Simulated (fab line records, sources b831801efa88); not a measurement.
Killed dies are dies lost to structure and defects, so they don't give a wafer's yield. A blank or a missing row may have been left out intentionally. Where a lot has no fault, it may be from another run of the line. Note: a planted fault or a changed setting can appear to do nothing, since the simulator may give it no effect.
2 desks, one fault / flow gf180mcu / each desk holds nothing but its own numbers, with what lay behind them at the end

== THE TOOL OWNER'S DESK: rtp anneal-01 ==
Per lot that ran on this tool, the mean of the sampled wafers carrying a number, from the tool's own readings at GF_PSD_RTA_13 (time 20 s). Any lot whose mean is over 4 standard deviations away from the usual mean is out of limits and marked OUT; that distance is given in the brackets.
Columns: A = lamp power pct at GF_PSD_RTA_13, usual 34.4 %; B = run length s at GF_PSD_RTA_13, usual 48.58 s; C = wafer_temp_C_max at GF_PSD_RTA_13, usual 1028.6
lot=L779; first seen here=day 15 00:16; A=37.1; B=48.26; C=1027.8
lot=L782; first seen here=day 16 00:16; A=37.1; B=48.20; C=1028.1
lot=L784; first seen here=day 16 16:42; A=37.1; B=48.24; C=1028.3
lot=L794; first seen here=day 20 09:52; A=37.1; B=55.44 (+24) OUT; C=1029.3
lot=L795; first seen here=day 20 14:40; A=37.2; B=52.07 (+12) OUT; C=1027.7
This desk's verdict: out of limits on L794, L795, starting with L794 at day 20 09:52 (run length s at GF_PSD_RTA_13). L779, L782, L784 stayed within limits.

== FROM THE METROLOGY DESK ==
What the gauges read, lot by lot, whatever tool the lot ran on: means of the sampled wafers that have a number. Any lot whose mean is over 4 standard deviations away from the usual mean is out of limits and marked OUT; that distance is given in the brackets.
Columns: A = NSD_RS at GF_PSD_RS_MEAS_14, usual 46.12 ohm/sq; B = PSD_RS at GF_PSD_RS_MEAS_15, usual 108.5 ohm/sq; C = SAB_OVL at GF_SAB_OVL_MEAS_10, usual -0.3 nm
lot=L777; first seen here=day 14 05:34; A=46.12; B=108.3; C=-0.1
lot=L778; first seen here=day 14 14:13; A=46.16; B=108.9; C=0.6
lot=L779; first seen here=day 15 00:21; A=46.09; B=108.3; C=-1.0
lot=L782; first seen here=day 16 00:21; A=46.16; B=108.7; C=0.3
lot=L784; first seen here=day 16 16:47; A=46.19; B=108.7; C=2.1
lot=L787; first seen here=day 17 13:08; A=46.11; B=108.5; C=-0.6
lot=L794; first seen here=day 20 09:57; A=44.54 (-19) OUT; B=105.1 (-11) OUT; C=0.1
lot=L795; first seen here=day 20 14:46; A=45.38 (-9.2) OUT; B=107.1 (-4.6) OUT; C=0.7
lot=L796; first seen here=day 21 00:00; A=46.16; B=108.9; C=-0.6
lot=L797; first seen here=day 21 02:21; A=46.07; B=108.4; C=-0.7
lot=L800; first seen here=day 22 06:49; A=46.22; B=108.7; C=0.1
This desk reports L794, L795 out of limits; the earliest was L794 at day 20 09:57 (NSD_RS at GF_PSD_RS_MEAS_14). L777, L778, L779, L782, L784, L787, L796, L797, L800 stayed within limits.

== BROUGHT TOGETHER ==
The tool owner's desk could have raised an alarm at day 20 09:52, on L794, L795.
Metrology desk: alarm possible at day 20 09:57 on L794, L795.
GF_PSD_RTA_13 was run on rtp anneal-01 by each of the lots named.

== WHAT THE SIMULATOR HAD INSERTED ==
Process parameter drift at GF_PSD_RTA_13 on rtp anneal-01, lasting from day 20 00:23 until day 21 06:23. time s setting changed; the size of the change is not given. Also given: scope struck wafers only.
Shown lots that were struck: L794, L795.
Time in hours from fault onset to the first out-of-limits reading at each desk: tool owner's desk 9, metrology desk 10.
